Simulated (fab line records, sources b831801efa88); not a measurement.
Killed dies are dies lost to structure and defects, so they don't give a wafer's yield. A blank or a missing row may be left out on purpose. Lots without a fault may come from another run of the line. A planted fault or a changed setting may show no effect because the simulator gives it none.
fab line records | flow sky130
record lots=14 wafers=42 last_day=50
route steps=708 shown POLY_GATE@227 LDD_N@244 SD_P@326 PAD_OPEN@708
lots that met no fault: from a run of the same line without faults
start_h: hours from the record's first day to the start of the lot's first wafer shown | wait_h: hours since the lot's step before | " the same as in the row above | L1.1+2: a row that stands for several wafers | - no value, or no start given | * or withheld: withheld | < > ~ a bound
route shown NAME@n: a module of which the file shows steps, and the number in the route of the first | usual: mean/standard deviation of fault-free wafers | same: alike in all rows | chamber/n: place in a boat | sites: the reading at each site | _std_site: their standard deviation | _edge_site: outer sites' mean less inner sites' | radius_mm: how far each site lies from the wafer's centre | mask NAME#n: copy n | behind: the tool/chamber that last shaped the wafer | hold: why the lot was held/for how many hours/how that ended | device: the transistor (n, p or np) that didn't switch | end of line: the same wafers' tests at the end of the route | a step without rows: its recipe alone | killed: dies lost to structure and defects at the first sort, not the wafer's yield | map: a wafer's dies, x killed, . not, _ none there
set.NAME: the setting as run; set.NAME@STEP: as run at that earlier step | model.NAME: the simulator's own value behind a step, which no gauge read
steps of the route over a sample of lots; a table a step, a row a wafer
## steps
# step SKY_POLY_GATE_CD_MEAS_13
# recipe target_cd_nm=150
# usual cd_nm=149.4/1.5
# columns lot.wafer tool chamber start_h wait_h cd_nm
L349.1 cd_sem-01 - 374.19 - 148.4
L349.3 " - " " 148.8
L349.4 " - " " 148.3
L350.1 cd_sem-01 - 374.43 - 150.9
L350.2 " - " " 149.4
L350.5 " - " " 151.8
L353.2 cd_sem-02 - 400.50 - 150.9
L353.4 " - " " 150.9
L353.5 " - " " 152.3
L354.2 cd_sem-02 - 420.00 - 146.7
L354.4 " - " " 145.6
L354.6 " - " " 147.2
L358.1 cd_sem-01 - 453.55 - 148.7
L358.4 " - " " 150.2
L358.5 " - " " 149.5
L359.2 cd_sem-02 - 463.30 - 147.8
L359.3 " - " " 148.9
L359.5 " - " " 148.1
L362.3 cd_sem-02 - 490.74 - 149.0
L362.4 " - " " 147.5
L362.6 " - " " 149.0
L366.1 cd_sem-02 - 522.15 - 150.3
L366.2 " - " " 151.2
L366.5 " - " " 150.3
L367.1 cd_sem-01 - 532.77 - 149.0
L367.4 " - " " 149.5
L367.6 " - " " 149.4
L368.1 cd_sem-01 - 539.92 - 148.4
L368.3 " - " " 149.4
L368.6 " - " " 148.9
L369.2 cd_sem-02 - 543.56 - 150.5
L369.3 " - " " 148.7
L369.6 " - " " 149.2
L370.4 cd_sem-01 - 549.60 - 150.1
L370.5 " - " " 150.7
L370.6 " - " " 150.1
L371.3 cd_sem-01 - 559.06 - 148.8
L371.4 " - " " 148.0
L371.6 " - " " 149.5
L372.2 cd_sem-01 - 567.11 - 150.2
L372.3 " - " " 151.1
L372.5 " - " " 149.0
# step SKY_POLY_GATE_CD_MEAS_22
# usual cd_nm=150/3.4
# columns lot.wafer tool chamber start_h wait_h cd_nm
L349.1 cd_sem-02 - 376.05 0.1 156
L349.3 " - " " 152
L349.4 " - " " 152
L350.1 cd_sem-01 - 376.39 0.1 151
L350.2 " - " " 155
L350.5 " - " " 147
L353.2 cd_sem-01 - 403.13 0.1 150
L353.4 " - " " 151
L353.5 " - " " 152
L354.2 cd_sem-01 - 422.85 0.1 151
L354.4 " - " " 151
L354.6 " - " " 146
L358.1 cd_sem-02 - 455.83 0.1 153
L358.4 " - " " 147
L358.5 " - " " 156
L359.2 cd_sem-01 - 465.42 0.1 150
L359.3 " - " " 148
L359.5 " - " " 142
L362.3 cd_sem-02 - 492.62 0.1 150
L362.4 " - " " 150
L362.6 " - " " 148
L366.1 cd_sem-02 - 524.01 0.1 153
L366.2 " - " " 154
L366.5 " - " " 153
L367.1 cd_sem-02 - 535.47 0.1 149
L367.4 " - " " 146
L367.6 " - " " 147
L368.1 cd_sem-01 - 541.89 0.1 147
L368.3 " - " " 147
L368.6 " - " " 157
L369.2 cd_sem-01 - 545.42 0.1 148
L369.3 " - " " 150
L369.6 " - " " 150
L370.4 cd_sem-02 - 551.48 0.1 153
L370.5 " - " " 153
L370.6 " - " " 151
L371.3 cd_sem-02 - 560.94 0.1 151
L371.4 " - " " 147
L371.6 " - " " 146
L372.2 cd_sem-01 - 569.54 0.1 153
L372.3 " - " " 153
L372.5 " - " " 152
# step SKY_LDD_N_OVL_MEAS_07
# usual LDD_N_OVL=-0.4/1.4
# columns lot.wafer tool chamber start_h wait_h LDD_N_OVL[nm]
L349.1 overlay-01 - 404.91 0.1 -1.6
L349.3 " - " " -1.9
L349.4 " - " " -1.7
L350.1 overlay-01 - 405.21 0.1 -0.7
L350.2 " - " " -1.1
L350.5 " - " " -3.4
L353.2 overlay-02 - 432.57 0.1 -0.1
L353.4 " - " " 0.3
L353.5 " - " " -0.4
L354.2 overlay-02 - 453.85 0.1 -0.7
L354.4 " - " " 0.9
L354.6 " - " " -0.2
L358.1 overlay-02 - 485.81 0.1 1.4
L358.4 " - " " 0.3
L358.5 " - " " 1.6
L359.2 overlay-02 - 495.82 0.1 -2.8
L359.3 " - " " -1.1
L359.5 " - " " -1.5
L362.3 overlay-01 - 523.16 0.1 1.1
L362.4 " - " " -0.9
L362.6 " - " " -1.8
L366.1 overlay-02 - 554.07 0.1 -0.4
L366.2 " - " " -0.2
L366.5 " - " " -1.1
L367.1 overlay-01 - 565.87 0.1 1.8
L367.4 " - " " 2.2
L367.6 " - " " 1.6
L368.1 overlay-01 - 571.61 0.1 -1.5
L368.3 " - " " -0.6
L368.6 " - " " 0.0
L369.2 overlay-01 - 574.75 0.1 0.1
L369.3 " - " " -1.2
L369.6 " - " " -3.1
L370.4 overlay-02 - 580.78 0.1 -0.9
L370.5 " - " " 1.7
L370.6 " - " " 0.2
L371.3 overlay-02 - 591.07 0.1 -0.6
L371.4 " - " " -0.1
L371.6 " - " " -2.8
L372.2 overlay-01 - 599.28 0.1 0.6
L372.3 " - " " 0.5
L372.5 " - " " -2.0
# step SKY_SD_P_DEVELOP_06
# recipe resist=NOVOLAK developer=TMAH develop_time_s=60 dev_temp_c=23
# usual developer_temp_C=23.01/0.12
# columns lot.wafer tool chamber start_h wait_h developer_temp_C
L349.1 litho_track-02 0 590.60 0.1 23.01
L349.3 " 0 " " 23.13
L349.4 " 0 " " 23.17
L350.1 litho_track-03 0 591.79 0.1 22.82
L350.2 " 0 " " 22.93
L350.5 " 0 " " 23.06
L353.2 litho_track-03 0 617.87 0.1 23.09
L353.4 " 0 " " 22.97
L353.5 " 0 " " 23.05
L354.2 litho_track-02 0 641.48 0.1 22.95
L354.4 " 0 " " 22.99
L354.6 " 0 " " 22.84
L358.1 litho_track-02 0 668.20 0.1 23.82
L358.4 " 0 " " 23.70
L358.5 " 0 " " 23.69
L359.2 litho_track-02 0 675.73 0.1 23.66
L359.3 " 0 " " 23.69
L359.5 " 0 " " 23.66
L362.3 litho_track-01 0 701.66 0.1 22.98
L362.4 " 0 " " 22.77
L362.6 " 0 " " 22.81
L366.1 litho_track-01 0 729.41 0.1 22.97
L366.2 " 0 " " 22.83
L366.5 " 0 " " 22.94
L367.1 litho_track-03 0 739.84 0.1 23.03
L367.4 " 0 " " 23.03
L367.6 " 0 " " 22.86
L368.1 litho_track-03 0 746.44 0.1 23.00
L368.3 " 0 " " 23.20
L368.6 " 0 " " 23.16
L369.2 litho_track-01 0 747.84 0.1 23.18
L369.3 " 0 " " 23.13
L369.6 " 0 " " 23.03
L370.4 litho_track-01 0 753.44 0.1 22.91
L370.5 " 0 " " 22.83
L370.6 " 0 " " 22.90
L371.3 litho_track-03 0 759.94 0.1 23.21
L371.4 " 0 " " 23.09
L371.6 " 0 " " 23.02
L372.2 litho_track-01 0 772.29 0.1 22.88
L372.3 " 0 " " 22.76
L372.5 " 0 " " 23.09
# step SKY_PAD_OPEN_PROBE_99
# usual killed_at_M0_to_M3=43/6.6 killed_at_M4_up=3.0/1.7 killed_at_contacts=24/5.4 killed_at_front_end=16/4.6 killed_at_other=0.3/0.53 killed_dies=87/9.7 killed_open=47/7.3 killed_short=39/6.5
# same gross_dies=492 killed_at_back_side=0
# columns lot.wafer tool chamber start_h wait_h killed_at_M0_to_M3 killed_at_M4_up killed_at_contacts killed_at_front_end killed_at_other killed_dies killed_open killed_short
L353.2 prober-01 - 1097.03 0.1 46 3 27 16 0 92 54 35
L353.4 prober-01 - 1097.13 0.2 45 6 23 16 1 91 53 35
L353.5 prober-01 - 1097.18 0.2 34 3 23 19 0 79 44 33
# killed by level:class
L353.2 CONTACT:geometric_particle:open=10 VIA2:geometric_particle:open=10 LI_CONTACT:geometric_particle:open=7 CONTACT:geometric_particle:short=7 VIA1:geometric_particle:open=7 VIA3:geometric_particle:open=6 METAL2:geometric_particle:short=5 FIELD_ISO:geometric_particle:open=4
L353.4 CONTACT:geometric_particle:open=11 VIA2:geometric_particle:open=10 VIA1:geometric_particle:open=10 LOCAL_INTERCONNECT:geometric_particle:short=6 METAL1:geometric_particle:short=6 FIELD_ISO:geometric_particle:short=5 LI_CONTACT:geometric_particle:open=5 VIA3:geometric_particle:open=5
L353.5 VIA1:geometric_particle:open=8 CONTACT:geometric_particle:open=8 VIA2:geometric_particle:open=7 FIELD_ISO:geometric_particle:short=5 POLY_GATE:geometric_particle:open=4 LI_CONTACT:geometric_particle:open=4 CONTACT:geometric_particle:short=4 FIELD_ISO:geometric_particle:open=3
## key
first_sign step=SKY_SD_P_DEVELOP_06 reading=developer_temp_C direction=up sigmas=5.7 usual=* struck=*
effect none on later readings
met_at SKY_SD_P_DEVELOP_06
struck_lots L358,L359
tester_left_out L358,L359
not_acting_at SKY_POLY_GATE_CD_MEAS_13,SKY_POLY_GATE_CD_MEAS_22,SKY_LDD_N_OVL_MEAS_07
onset_between 641.48 668.20
fault kind=process_parameter_drift tool=litho_track-02 chamber=- onset_h=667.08 steps=SKY_SD_P_DEVELOP_06 channel=dev_temp_c offset=* shape=step end_h=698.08 acts_in=* stated=*
# tester_left_out: of these lots the tester's yield and bins aren't shown, on N5 and GAA mostly nor the transistor test; their killed dies are dies lost to structure and defects alone, not to doping, threshold or leakage, so they don't give the yield
